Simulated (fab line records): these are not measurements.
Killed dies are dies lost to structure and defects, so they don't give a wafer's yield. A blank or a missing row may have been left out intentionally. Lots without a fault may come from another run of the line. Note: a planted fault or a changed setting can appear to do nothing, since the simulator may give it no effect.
fab line records + flow sky130
record:
- lots: 5
- wafers: 15
- last-day: 50
route steps=708 shown FIELD_ISO@3
lots untouched by any fault: they come from a run of this same line in which no faults occurred
start-h: start of the lot's first displayed wafer, in hours after the record's first day + wait-h: hours elapsed since this lot's preceding step + " the same as in the row above + L1.1+2: a single row standing in for several wafers + - no value, or no start was given + * or withheld: withheld + < > ~ a bound
route shown NAME@n: NAME is a module with steps in the file, n the number in the route of the first one + usual: average and standard deviation across the fault-free wafers + same: alike in all rows + chamber/n: place in a boat + sites: readings site by site + _std_site: their standard deviation + _edge_site: outer sites' mean less inner sites' + radius-mm: for every site, how far away it sits from the centre of the wafer + mask NAME#n: copy n + behind: the last tool/chamber to shape the wafer + hold: reason for holding the lot/hours on hold/outcome of the hold + device: which transistor (n, p or np) failed to switch + end of line: tests of these same wafers at the route's end + where a step has no rows: the recipe by itself + killed: dies lost to structure and defects at the first sort, not the wafer's yield + map: dies across one wafer; x = killed, . = not, _ = none there
set.NAME: the setting as run; set.NAME@STEP: as run at that earlier step + model.NAME: the simulator's own value behind a step, which no gauge read
lots seen at some steps along the route; tables by step, rows by wafer
services: a tool's chamber out of use, with start hour (start-h, from the record's first day; less than 0 if before it), hours out, and reason
== steps ==
step: SKY_FIELD_ISO_THK_MEAS_02
recipe:
- reads: SiO2_of_FIELD_ISO_OXIDATION_01
usual:
- FIELD_ISO_OXIDATION_00_THK: 12.09/0.22
| lot.wafer | tool          | chamber | start-h | wait-h | FIELD_ISO_OXIDATION_00_THK[nm] |
|-----------|---------------|---------|---------|--------|--------------------------------|
| L293.1    | film-metro-03 | -       | 16.63   | 0.0    | 11.61                          |
| L293.2    | "             | -       | "       | "      | 11.76                          |
| L293.4    | "             | -       | "       | "      | 11.63                          |
| L299.1    | film-metro-01 | -       | 50.06   | 0.0    | 12.16                          |
| L299.2    | "             | -       | "       | "      | 12.15                          |
| L299.5    | "             | -       | "       | "      | 12.19                          |
| L304.2    | film-metro-02 | -       | 74.96   | 0.0    | 12.03                          |
| L304.5    | "             | -       | "       | "      | 12.18                          |
| L304.6    | "             | -       | "       | "      | 12.16                          |
| L305.3    | film-metro-03 | -       | 83.59   | 0.0    | 12.18                          |
| L305.4    | "             | -       | "       | "      | 12.17                          |
| L305.6    | "             | -       | "       | "      | 12.17                          |
| L315.2    | film-metro-02 | -       | 127.75  | 0.0    | 12.18                          |
| L315.5    | "             | -       | "       | "      | 12.15                          |
| L315.6    | "             | -       | "       | "      | 12.30                          |
step: SKY_FIELD_ISO_CVD_03
recipe:
- material: Si3N4
- precursor: DCS/NH3
- target-thk-nm: 165
- temp-c: 770
- time-s: 2830
- pressure-mtorr: 250
step: SKY_FIELD_ISO_THK_MEAS_04
recipe:
- reads: Si3N4_of_FIELD_ISO_CVD_03
usual:
- FIELD_ISO_CVD_03_THK: 164.6/1.4
| lot.wafer | tool          | chamber | start-h | wait-h | FIELD_ISO_CVD_03_THK[nm] |
|-----------|---------------|---------|---------|--------|--------------------------|
| L293.1    | film-metro-01 | -       | 18.57   | 0.0    | 165.0                    |
| L293.2    | "             | -       | "       | "      | 164.6                    |
| L293.4    | "             | -       | "       | "      | 164.9                    |
| L299.1    | film-metro-03 | -       | 51.90   | 0.0    | 166.5                    |
| L299.2    | "             | -       | "       | "      | 166.2                    |
| L299.5    | "             | -       | "       | "      | 165.7                    |
| L304.2    | film-metro-01 | -       | 76.80   | 0.0    | 164.0                    |
| L304.5    | "             | -       | "       | "      | 164.8                    |
| L304.6    | "             | -       | "       | "      | 164.6                    |
| L305.3    | film-metro-03 | -       | 85.44   | 0.0    | 166.2                    |
| L305.4    | "             | -       | "       | "      | 166.7                    |
| L305.6    | "             | -       | "       | "      | 167.1                    |
| L315.2    | film-metro-02 | -       | 130.53  | 0.0    | 163.7                    |
| L315.5    | "             | -       | "       | "      | 163.1                    |
| L315.6    | "             | -       | "       | "      | 162.8                    |
step: SKY_FIELD_ISO_DEHYDRATE_05
recipe:
- temp-c: 200
- time-s: 60
step: SKY_FIELD_ISO_HMDS_06
recipe:
- prime-time-s: 60
- prime-temp-c: 120
step: SKY_FIELD_ISO_COAT_07
recipe:
- resist: BARC
- temp-c: withheld
- time-s: withheld
- spin-rpm: 3000
- resist-thk-nm: 60
step: SKY_FIELD_ISO_COAT_08
recipe:
- resist: KrF-thick
- spin-rpm: 3000
- resist-thk-nm: 450
step: SKY_FIELD_ISO_SOFTBAKE_09
recipe:
- temp-c: 100
- time-s: 90
- resist: KrF-thick
step: SKY_FIELD_ISO_EXPOSE_10
recipe:
- mask-id: FOM
- na: 0.68
- source-shape: annular
- sigma-inner: 0.4
- sigma-outer: 0.8
- target-cd-nm: 150
- dose-mj: 28
step: SKY_FIELD_ISO_PEB_11
recipe:
- peb-temp-c: withheld
- peb-time-s: withheld
- resist: KrF-thick
step: SKY_FIELD_ISO_DEVELOP_12
recipe:
- develop-time-s: 60
- resist: KrF-thick
- dev-temp-c: 21
step: SKY_FIELD_ISO_CD_MEAS_13
recipe:
- target-cd-nm: 150
usual:
- cd-nm: 150.2/1.7
| lot.wafer | tool      | chamber | start-h | wait-h | cd-nm |
|-----------|-----------|---------|---------|--------|-------|
| L293.1    | cd-sem-02 | -       | 33.99   | -      | 151.9 |
| L293.2    | "         | -       | "       | "      | 152.2 |
| L293.4    | "         | -       | "       | "      | 152.6 |
| L299.1    | cd-sem-01 | -       | 67.94   | -      | 151.2 |
| L299.2    | "         | -       | "       | "      | 150.4 |
| L299.5    | "         | -       | "       | "      | 151.2 |
| L304.2    | cd-sem-01 | -       | 92.37   | -      | 149.3 |
| L304.5    | "         | -       | "       | "      | 150.1 |
| L304.6    | "         | -       | "       | "      | 151.2 |
| L305.3    | cd-sem-02 | -       | 102.03  | -      | 149.8 |
| L305.4    | "         | -       | "       | "      | 148.2 |
| L305.6    | "         | -       | "       | "      | 147.4 |
| L315.2    | cd-sem-01 | -       | 149.37  | -      | 147.9 |
| L315.5    | "         | -       | "       | "      | 147.8 |
| L315.6    | "         | -       | "       | "      | 145.6 |
step: SKY_FIELD_ISO_ETCH_14
recipe:
- chemistry: N2/H2
- target: BARC
- ion-energy-ev: 200
- source-w: 500
- bias-w: 100
- pressure-mtorr: 30
- n2-flow-sccm: 100
- h2-flow-sccm: 200
- stop-on: SiO2
- time-s: 45.9
- target-depth-a: 600
usual:
- drypump-motor-current-A: 5.7/0.46
- h2-flow-sccm: 200.0/0.58
- oes-product-au: 0.855/0.0045
- throttle-valve-pct: 13.225/0.0095
| lot.wafer | tool        | chamber | start-h | wait-h | drypump-motor-current-A | h2-flow-sccm | oes-product-au | rf-hours-counter-h | throttle-valve-pct | model.KrF-thick_of_FIELD_ISO_COAT_08.thk-nm |
|-----------|-------------|---------|---------|--------|-------------------------|--------------|----------------|--------------------|--------------------|---------------------------------------------|
| L293.1    | rie-diel-04 | 3       | 34.11   | 0.1    | 5.8                     | 199.2        | 0.863          | 91                 | 13.230             | 392.7                                       |
| L293.2    | "           | 0       | "       | "      | 4.7                     | 200.4        | 0.858          | 87                 | 13.231             | 392.4                                       |
| L293.4    | "           | 2       | "       | "      | 5.2                     | 199.4        | 0.853          | 37                 | 13.216             | 393.2                                       |
| L299.1    | rie-diel-02 | 0       | 68.06   | 0.1    | 6.3                     | 199.4        | 0.852          | 64                 | 13.238             | 391.7                                       |
| L299.2    | "           | 2       | "       | "      | 6.4                     | 199.5        | 0.857          | 2                  | 13.211             | 389.7                                       |
| L299.5    | "           | 1       | "       | "      | 5.7                     | 200.7        | 0.857          | -                  | 13.214             | 389.3                                       |
| L304.2    | rie-diel-02 | 0       | 92.47   | 0.1    | 6.4                     | 200.2        | 0.863          | 65                 | 13.222             | 393.2                                       |
| L304.5    | "           | 3       | "       | "      | 5.4                     | 199.9        | 0.862          | -                  | 13.219             | 392.5                                       |
| L304.6    | "           | 0       | "       | "      | 6.4                     | 198.6        | 0.855          | -                  | 13.236             | 390.6                                       |
| L305.3    | rie-diel-04 | 1       | 102.11  | 0.1    | 5.8                     | 199.8        | 0.852          | 67                 | 13.218             | 401                                         |
| L305.4    | "           | 2       | "       | "      | 5.3                     | 199.0        | 0.858          | 38                 | 13.231             | 400.8                                       |
| L305.6    | "           | 2       | "       | "      | 5.2                     | 200.2        | 0.850          | -                  | 13.212             | 399.5                                       |
| L315.2    | rie-diel-01 | 1       | 149.47  | 0.1    | 5.6                     | 199.9        | 0.848          | 2                  | 13.240             | 391.1                                       |
| L315.5    | "           | 3       | "       | "      | 5.3                     | 200.2        | 0.857          | -                  | 13.231             | 391.9                                       |
| L315.6    | "           | 2       | "       | "      | 5.6                     | 200.3        | 0.856          | -                  | 13.233             | 390.4                                       |
step: SKY_FIELD_ISO_ETCH_15
recipe:
- chemistry: CHF3/O2
- target-depth-nm: 180
- stop-on: Si
- source-w: 600
- bias-w: 200
- pressure-mtorr: 40
- chf3-flow-sccm: 50
- O2_flow_sccm: 5
- time-s: 72
usual:
- drypump-motor-current-A: 5.7/0.47
- oes-product-au: 0.945/0.0068
- throttle-valve-pct: 8.843/0.0096
| lot.wafer | tool        | chamber | start-h | wait-h | drypump-motor-current-A | oes-product-au | rf-hours-counter-h | throttle-valve-pct | model.KrF-thick_of_FIELD_ISO_COAT_08.thk-nm |
|-----------|-------------|---------|---------|--------|-------------------------|----------------|--------------------|--------------------|---------------------------------------------|
| L293.1    | rie-diel-04 | 3       | 34.15   | 0.0    | 5.8                     | 0.945          | 91                 | 8.841              | 234.5                                       |
| L293.2    | "           | 0       | "       | "      | 4.6                     | 0.945          | 87                 | 8.849              | 232.9                                       |
| L293.4    | "           | 2       | "       | "      | 5.2                     | 0.946          | 37                 | 8.838              | 235.6                                       |
| L299.1    | rie-diel-02 | 0       | 68.10   | 0.0    | 6.4                     | 0.953          | 64                 | 8.835              | 233.6                                       |
| L299.2    | "           | 2       | "       | "      | 6.4                     | 0.950          | 2                  | 8.846              | 231.2                                       |
| L299.5    | "           | 1       | "       | "      | 5.7                     | 0.945          | -                  | 8.832              | 230.8                                       |
| L304.2    | rie-diel-02 | 0       | 92.51   | 0.0    | 6.4                     | 0.942          | 65                 | 8.830              | 236.5                                       |
| L304.5    | "           | 3       | "       | "      | 5.5                     | 0.945          | -                  | 8.844              | 240.4                                       |
| L304.6    | "           | 0       | "       | "      | 6.4                     | 0.949          | -                  | 8.857              | 234.6                                       |
| L305.3    | rie-diel-04 | 1       | 102.15  | 0.0    | 5.8                     | 0.955          | 67                 | 8.853              | 240.2                                       |
| L305.4    | "           | 2       | "       | "      | 5.2                     | 0.947          | 38                 | 8.836              | 241.1                                       |
| L305.6    | "           | 2       | "       | "      | 5.2                     | 0.961          | -                  | 8.830              | 241.3                                       |
| L315.2    | rie-diel-01 | 1       | 149.51  | 0.0    | 5.6                     | 0.944          | 2                  | 8.831              | 232.9                                       |
| L315.5    | "           | 3       | "       | "      | 5.3                     | 0.943          | -                  | 8.846              | 236.4                                       |
| L315.6    | "           | 2       | "       | "      | 5.6                     | 0.939          | -                  | 8.823              | 232.8                                       |
step: SKY_FIELD_ISO_STRIP_16
recipe:
- chemistry: O2/N2
- power-w: 1400
- pressure-mtorr: 1500
- platen-temp-c: withheld
- o2-flow-sccm: 3000
- n2-flow-sccm: 300
- overash-fraction: 0.5
usual:
- drypump-motor-current-A: 5.4/0.43
- o2-flow-sccm: 3001/9.6
- oes-product-au: 0.377/0.0047
- strip-time-to-endpoint-s: 3.528/0.03
| lot.wafer | tool            | chamber | start-h | wait-h | drypump-motor-current-A | o2-flow-sccm | oes-product-au | rf-hours-counter-h | strip-time-to-endpoint-s |
|-----------|-----------------|---------|---------|--------|-------------------------|--------------|----------------|--------------------|--------------------------|
| L293.1    | plasma-asher-04 | 1       | 34.21   | 0.0    | 5.0                     | 2993         | 0.382          | 36                 | 3.514                    |
| L293.2    | "               | 0       | "       | "      | 6.3                     | 2997         | 0.376          | 36                 | 3.503                    |
| L293.4    | "               | 0       | "       | "      | 6.3                     | 3002         | 0.386          | -                  | 3.540                    |
| L299.1    | plasma-asher-03 | 0       | 68.16   | 0.0    | 5.0                     | 3008         | 0.370          | 25                 | 3.521                    |
| L299.2    | "               | 1       | "       | "      | 5.4                     | 3011         | 0.375          | 25                 | 3.498                    |
| L299.5    | "               | 1       | "       | "      | 5.4                     | 3012         | 0.373          | -                  | 3.476                    |
| L304.2    | plasma-asher-04 | 0       | 92.57   | 0.0    | 6.3                     | 3000         | 0.384          | 42                 | 3.564                    |
| L304.5    | "               | 1       | "       | "      | 5.0                     | 2991         | 0.382          | -                  | 3.599                    |
| L304.6    | "               | 0       | "       | "      | 6.3                     | 2994         | 0.384          | -                  | 3.535                    |
| L305.3    | plasma-asher-04 | 1       | 102.24  | 0.1    | 5.0                     | 3008         | 0.388          | -                  | 3.590                    |
| L305.4    | "               | 0       | "       | "      | 6.3                     | 3006         | 0.375          | -                  | 3.590                    |
| L305.6    | "               | 0       | "       | "      | 6.3                     | 3004         | 0.375          | -                  | 3.605                    |
| L315.2    | plasma-asher-04 | 0       | 149.57  | 0.0    | 6.3                     | 2992         | 0.374          | 47                 | 3.509                    |
| L315.5    | "               | 0       | "       | "      | 6.3                     | 2983         | 0.375          | -                  | 3.550                    |
| L315.6    | "               | 1       | "       | "      | 5.0                     | 2993         | 0.380          | -                  | 3.516                    |
== services ==
| tool            | chamber | start-h | hours | kind   |
|-----------------|---------|---------|-------|--------|
| rie-diel-04     | -       | 12.65   | 0.6   | repair |
| rie-diel-01     | 1       | 64.72   | 22.2  | repair |
| rie-diel-01     | -       | 66.84   | 2.8   | pm     |
| rie-diel-04     | 2       | 70.52   | 1.9   | repair |
| plasma-asher-04 | -       | 80.81   | 2.8   | pm     |
| rie-diel-04     | 0       | 82.73   | 4.1   | repair |
| plasma-asher-04 | -       | 88.59   | 0.4   | repair |
| rie-diel-01     | 3       | 105.47  | 3.5   | repair |
| rie-diel-02     | 1       | 122.43  | 3.4   | repair |
| rie-diel-01     | 0       | 146.07  | 13.3  | repair |
== key ==
first-sign none at tools or gauges
model-effect:
- step: SKY_FIELD_ISO_ETCH_14
- value: KrF-thick_of_FIELD_ISO_COAT_08.thk-nm
- without: 392
- struck: 400.4
model-effect:
- step: SKY_FIELD_ISO_ETCH_15
- value: KrF-thick_of_FIELD_ISO_COAT_08.thk-nm
- without: 232.4
- struck: 240.9
met-at SKY_FIELD_ISO_ETCH_14
struck-wafers L305.3,L305.4,L305.6
tester-left-out L305
onset-between 34.11 102.11
fault:
- kind: process-parameter-drift
- tool: rie-diel-04
- chamber: -
- onset-h: 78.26
- steps: SKY_FIELD_ISO_ETCH_14
- channel: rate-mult
- offset: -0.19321
- shape: step
- end-h: 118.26
tester-left-out: of these lots the tester's yield and bins aren't shown, on N5 and GAA mostly nor the transistor test; their killed dies are dies lost to structure and defects alone, not to doping, threshold or leakage, so they don't give the yield
